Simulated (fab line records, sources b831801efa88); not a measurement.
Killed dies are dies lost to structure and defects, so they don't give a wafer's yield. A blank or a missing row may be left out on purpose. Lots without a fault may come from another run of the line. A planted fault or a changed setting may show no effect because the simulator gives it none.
Chamber matching | flow gf180mcu | GF_PASSIVATION_CVD_00 on pecvd-01: 3 sister chambers
The step deposits SiO2 from TEOS, target thk 1000 nm, time 111.95 s. 14 wafers are shown with their chamber, then 7 later ones without.

WAFERS WITH THEIR CHAMBER
wafer  | chamber | heater_power_w (W) | heater_power_outer_w (W) | susceptor_temp_C (C)
L751.2 | 2       | 658                | 336                      | 399.77
L751.3 | 1       | 534                | 304                      | 400.13
L751.4 | 2       | 701                | 351                      | 399.45
L752.3 | 1       | 524                | 300                      | 400.18
L752.4 | 1       | 551                | 328                      | 400.13
L752.5 | 0       | 482                | 308                      | 400.23
L753.2 | 1       | 469                | 274                      | 399.86
L753.3 | 0       | 531                | 353                      | 400.28
L753.6 | 0       | 592                | 377                      | 400.11
L754.4 | 0       | 586                | 403                      | 399.89
L754.5 | 2       | 709                | 357                      | 400.06
L754.6 | 1       | 527                | 304                      | 400.19
L755.1 | 1       | 557                | 292                      | 400.01
L755.4 | 0       | 573                | 368                      | 400.20

SIGNATURES (means of the wafers above)
reading              | chamber 0 | chamber 1 | chamber 2 | scatter within a chamber
heater_power_w       | 552.80    | 527.00    | 689.33    | 36.9
heater_power_outer_w | 361.80    | 300.33    | 348.00    | 24.7
susceptor_temp_C     | 400.1420  | 400.0833  | 399.7600  | 0.181
Rule: a wafer's distance from a chamber is the root of the sum, over the readings, of the square of ((its reading less the chamber's mean) divided by the reading's scatter). The wafer belongs to the nearest chamber; if the next one is less than 2 further off, it can't be placed. The scatter: the root of (the sum of the squares of (reading less its chamber's mean) over the shown wafers, divided by (wafers less chambers)).

WAFERS WITHOUT THEIR CHAMBER
wafer  | heater_power_w (W) | heater_power_outer_w (W) | susceptor_temp_C (C)
L755.6 | 543                | 317                      | 400.10
L761.4 | 667                | 333                      | 399.84
L761.5 | 567                | 359                      | 399.69
L761.6 | 521                | 300                      | 400.03
L765.2 | 486                | 263                      | 399.95
L765.4 | 564                | 266                      | 399.94
L765.6 | 571                | 377                      | 399.73

WHICH CHAMBER EACH WENT THROUGH
wafer  | from the rows above          | in truth
L755.6 | can't be placed: 1 or 0      | 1
L761.4 | 2                            | 2
L761.5 | can't be placed: 0 or 2 or 1 | 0
L761.6 | 1                            | 1
L765.2 | 1                            | 1
L765.4 | 1                            | 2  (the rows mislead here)
L765.6 | can't be placed: 0 or 2 or 1 | 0
Placed correctly: 3 of 7. Can't be placed from these rows: 3 (the true chamber is among the candidates in 3). Placed wrongly: 1.
